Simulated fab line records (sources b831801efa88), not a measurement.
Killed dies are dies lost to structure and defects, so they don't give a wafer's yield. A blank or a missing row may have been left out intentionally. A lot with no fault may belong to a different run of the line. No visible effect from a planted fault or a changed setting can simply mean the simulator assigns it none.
A struck lot beside a sound one || flow gf180mcu || 18 steps out of a route of 602
Sound: the wafers L794.1, L794.5, L794.6. Struck: wafers L787.5, L787.6 (left out: L787.1, a lot-mate that was not struck); the cause follows at the end.
At each step with rows: each side's tool, then ch and its chambers, then its first start. Under that, the readings that differ: sound wafers || struck wafers || difference of the means || sigmas: that difference in standard deviations of wafers without a fault.
alike: a reading whose means differ by less than 2 such deviations, as well as words and numbers matching on both sides. not compared: withheld readings; readings where some wafer has no value; bounds like >300 that might hide an equal value; numbers whose values overlap and for which the record gives no deviation.
The two part at a step that has a row with sigmas, a row that says differs or no value, or rows on one side only. Numbers that have no deviation but don't overlap get no sigmas and don't part them. Lack of a reading on every wafer of one side parts them only where that side has two or more wafers.

first, 2 steps without rows for these wafers: GF_CONTACT_PEB_12 (peb time 90 s); GF_CONTACT_DEVELOP_13 (develop time 60 s).
GF_CONTACT_CD_MEAS_14 targets a cd of 220 nm.
  sound on cd_sem-02, day 23 15:17; struck on cd_sem-01, day 21 09:35
  alike: cd_nm
GF_CONTACT_OVL_MEAS_15:
  sound on overlay-01, day 23 15:25; struck on overlay-02, day 21 09:43
  alike: CONTACT_OVL
GF_CONTACT_ETCH_16: etches BARC in N2/H2.
  sound on rie_diel-01 ch 0,3, day 23 15:27; struck on rie_diel-02 ch 0,3, day 21 09:45
  alike: drypump_motor_current_A, oes_product_au, throttle_valve_pct
GF_CONTACT_ETCH_17: etches SiO2 in C4F8/O2/Ar, stops on CoSi2, target depth 860 nm.
  sound: rie_diel-01 ch 0,2,3; struck: rie_diel-02 ch 0,3
  alike: oes_product_au
GF_CONTACT_STRIP_18: strips in O2/N2.
  sound on plasma_asher-01 ch 0,1, day 23 15:37; struck on plasma_asher-03 ch 0,1, day 21 09:55
{"reading": "heater_power_w (W)", "sound": "269 262 331", "struck": "362 348", "difference": "+68", "sigmas": "+2"}
  alike: drypump_motor_current_A, oes_product_au, platen_temp_c
  not compared: rf_hours_counter_h
then, 3 steps without rows for these wafers: GF_CONTACT_CLEAN_19 (cleans in SPM); GF_CONTACT_CLEAN_20 (cleans in DIW); GF_CONTACT_CLEAN_21 (cleans in dHF, time 20 s).
GF_CONTACT_SPUTTER_22: material Ti, target thk 15 nm, time 80.02 s.
  sound on pvd_sputter-02, day 23 15:55; struck on pvd_sputter-04, day 21 10:14
  alike: throttle_valve_pct
GF_CONTACT_SPUTTER_23: material TiN, target thk 10 nm, time 40 s.
  sound on pvd_sputter-02, day 23 15:58; struck on pvd_sputter-04, day 21 10:17
  alike: throttle_valve_pct
GF_CONTACT_CVD_24: deposits W, target thk 300 nm, time 90.339 s.
  sound on cvd_w-02 ch 0,1, day 23 16:01; struck on cvd_w-02 ch 0,1, day 21 10:20
{"reading": "model.W_of_CONTACT_CVD_24.thk_nm (nm)", "sound": "301.8 299 300.9", "struck": "363.3 365.3", "difference": "+63.7", "sigmas": ""}
  alike: heater_power_w
GF_CONTACT_RS_MEAS_25: measures by four-point-probe.
  sound on film_metro-04, day 23 16:07; struck on film_metro-03, day 21 10:26
{"reading": "CONTACT_W_RS (ohm/sq)", "sound": "0.381 0.384 0.382", "struck": "0.315 0.313", "difference": -0.068, "sigmas": -18}
GF_CONTACT_THK_MEAS_26: measures by xrf.
  sound on film_metro-04, day 23 16:14; struck on film_metro-03, day 21 10:33
{"reading": "CONTACT_W_THK (nm)", "sound": "302 302 303", "struck": "367 367", "difference": "+65", "sigmas": "+20"}
GF_CONTACT_CMP_27: polishes, stops on SiO2, t overpolish 15 s, target thk 0 nm.
  sound on cmp-01 ch 2,3, day 23 16:20; struck on cmp-02 ch 2,3, day 21 10:43
{"reading": "time_to_endpoint_s (s)", "sound": "74.4 76.3 71.8", "struck": "88.4 86.8", "difference": "+13.4", "sigmas": "+5"}
  alike: motor_current_A
then, 2 steps without rows for these wafers: GF_M1_SPUTTER_00 (material Ti, target thk 37.5 nm, time 150 s); GF_PASSIVATION_PROBE_99.

== WHERE THEY PART ==
At GF_CONTACT_STRIP_18 first; at GF_CONTACT_CMP_27 last (within this record only).

WHY: what had been put in by the simulator
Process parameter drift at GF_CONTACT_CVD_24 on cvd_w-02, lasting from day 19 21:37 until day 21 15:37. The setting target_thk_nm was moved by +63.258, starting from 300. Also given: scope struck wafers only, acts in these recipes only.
